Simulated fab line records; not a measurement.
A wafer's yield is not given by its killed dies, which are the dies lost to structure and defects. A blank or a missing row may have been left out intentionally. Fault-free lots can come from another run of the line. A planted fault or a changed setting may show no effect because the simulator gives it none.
Code-filled problem report in 8D (eight disciplines) form    flow sky130    the parts of the form that need people (team, actions taken, sign-off) are left out

1. PROBLEM STATEMENT
Mean of chamberPressurePa at SKY_LI_CONTACT_SPUTTER_19: 6.034 Pa across 6 wafers in 2 lots; on wafers with no fault it is 5.001 Pa (standard deviation 0.011). That is +94 standard deviations from the usual mean.
The step: material Ti, target thk 20 nm, time 106.37 s.
The first sign was on wafer L950.1 at day 31 00:23, on pvdSputter-04. At this step, 36 wafers from 12 lots have a number in the record. By rule, "out" or "out of limits" means more than 4 standard deviations away from the usual mean. The rest of the wafers with a number are treated as sound.

2. WHAT THIS IS AND IS NOT
question                     is                      is not
which readings at this step  chamberPressurePa       cathodeDcPowerW
which lots                   L950, L951              L946, L947, L948, L961, L963, L964, L965, L966, L968, L969
which wafers of those lots   all that have a number  -
read on which tools          pvdSputter-04           pvdSputter-01, pvdSputter-02
when                         from day 31 00:23       up to then (9 sound wafers); but 21 sound wafers of L961, L963, L964, L965, L966, L968, L969 came after

3. THE SUSPECTS, EACH WITH WHAT RULES IT OUT
Counting: a tool at a process step up to the reading stays a suspect if it ran every lot that is out and no sound lot after the first of them.
- pvdSputter-04 at SKY_LI_CONTACT_SPUTTER_19 (material Ti, target thk 20 nm, time 106.37 s): ruled out as a lasting fault. After its first lot that is out, L950 (day 31 00:23), sound lots L964, L965, L969 ran on it.
Left after counting: nothing in the record.

4. THE CAUSE (what the simulator had put in)
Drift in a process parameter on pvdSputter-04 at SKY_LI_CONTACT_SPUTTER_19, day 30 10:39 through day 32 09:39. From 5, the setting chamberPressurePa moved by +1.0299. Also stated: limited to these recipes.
Counting ruled it out, wrongly.

5. THE CHAIN OF EFFECTS, in route order
Each row: a reading whose mean over the struck wafers that have a number lies more than 3 standard deviations from the usual. Only readings for which the record gives a usual standard deviation are gone through. hours: the time from each lot's start at the first step in this table that gives one to its start at this step, as a median over the lots. sigmas: the change in usual standard deviations.
hours  step                       reading            usual     on struck wafers  change  sigmas
0      SKY_LI_CONTACT_SPUTTER_19  chamberPressurePa  5.001 Pa  6.034             +1.033  +94
It contains these process steps:
- SKY_LI_CONTACT_SPUTTER_19: material Ti, target thk 20 nm, time 106.37 s.

6. WHAT WOULD HAVE CAUGHT IT SOONER
14 hours passed between the start of the fault at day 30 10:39 and the first reading out of limits in this record, taken at day 31 00:23.
